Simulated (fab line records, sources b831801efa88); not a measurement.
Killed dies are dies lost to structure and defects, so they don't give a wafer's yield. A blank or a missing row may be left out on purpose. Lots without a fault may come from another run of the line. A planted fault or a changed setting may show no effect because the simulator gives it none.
Chamber matching | flow gf180mcu | GF_CONTACT_CMP_27 on cmp-01: 4 sister chambers
The step polishes, stops on SiO2, t overpolish 15 s, target thk 0 nm. 19 wafers are shown with their chamber, then 9 later ones without.

WAFERS WITH THEIR CHAMBER
wafer  | chamber | motor_current_A (A) | head_pressure_psi (psi) | time_to_endpoint_s (s)
L327.2 | 3       | 8.5                 | 3.501                   | 78
L327.3 | 0       | 8.5                 | 3.497                   | 75
L327.5 | 1       | 10.0                | 3.498                   | 79
L329.1 | 3       | 8.8                 | 3.501                   | 79
L329.3 | 1       | 10.3                | 3.493                   | 75
L329.4 | 2       | 12.2                | 3.490                   | 74
L332.2 | 1       | 10.1                | 3.498                   | 70
L332.3 | 0       | 8.4                 | 3.505                   | 71
L332.5 | 0       | 8.5                 | 3.501                   | 70
L335.1 | 1       | 10.2                | 3.487                   | 73
L343.2 | 1       | 11.0                | 3.507                   | 80
L343.5 | 0       | 8.4                 | 3.498                   | 81
L343.6 | 3       | 8.6                 | 3.512                   | 82
L344.1 | 1       | 11.0                | 3.488                   | 74
L344.2 | 3       | 8.8                 | 3.505                   | 76
L344.3 | 0       | 8.6                 | 3.497                   | 72
L345.2 | 2       | 12.3                | 3.495                   | 74
L345.3 | 3       | 8.6                 | 3.501                   | 79
L345.6 | 3       | 8.8                 | 3.511                   | 82

SIGNATURES (means of the wafers above)
reading            | chamber 0 | chamber 1 | chamber 2 | chamber 3 | scatter within a chamber
motor_current_A    | 8.480     | 10.433    | 12.250    | 8.683     | 0.275
head_pressure_psi  | 3.49960   | 3.49517   | 3.49250   | 3.50517   | 0.00561
time_to_endpoint_s | 73.80     | 75.17     | 74.00     | 79.33     | 3.43
Rule: a wafer's distance from a chamber is the root of the sum, over the readings, of the square of ((its reading less the chamber's mean) divided by the reading's scatter). The wafer belongs to the nearest chamber; if the next one is less than 2 further off, it can't be placed. The scatter: the root of (the sum of the squares of (reading less its chamber's mean) over the shown wafers, divided by (wafers less chambers)).

WAFERS WITHOUT THEIR CHAMBER
wafer  | motor_current_A (A) | head_pressure_psi (psi) | time_to_endpoint_s (s)
L347.2 | 12.0                | 3.499                   | 71
L347.3 | 8.9                 | 3.503                   | 71
L347.4 | 8.6                 | 3.502                   | 73
L350.1 | 10.1                | 3.487                   | 73
L350.4 | 12.4                | 3.503                   | 74
L350.6 | 10.1                | 3.493                   | 72
L348.2 | 9.0                 | 3.488                   | 75
L348.3 | 9.0                 | 3.517                   | 73
L348.5 | 9.1                 | 3.505                   | 73

WHICH CHAMBER EACH WENT THROUGH
wafer  | from the rows above     | in truth
L347.2 | 2                       | 2
L347.3 | can't be placed: 0 or 3 | 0
L347.4 | can't be placed: 0 or 3 | 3
L350.1 | 1                       | 1
L350.4 | 2                       | 2
L350.6 | 1                       | 1
L348.2 | can't be placed: 0 or 3 | 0
L348.3 | can't be placed: 3 or 0 | 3
L348.5 | can't be placed: 3 or 0 | 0
Placed correctly: 4 of 9. Can't be placed from these rows: 5 (the true chamber is among the candidates in 5). Placed wrongly: 0.
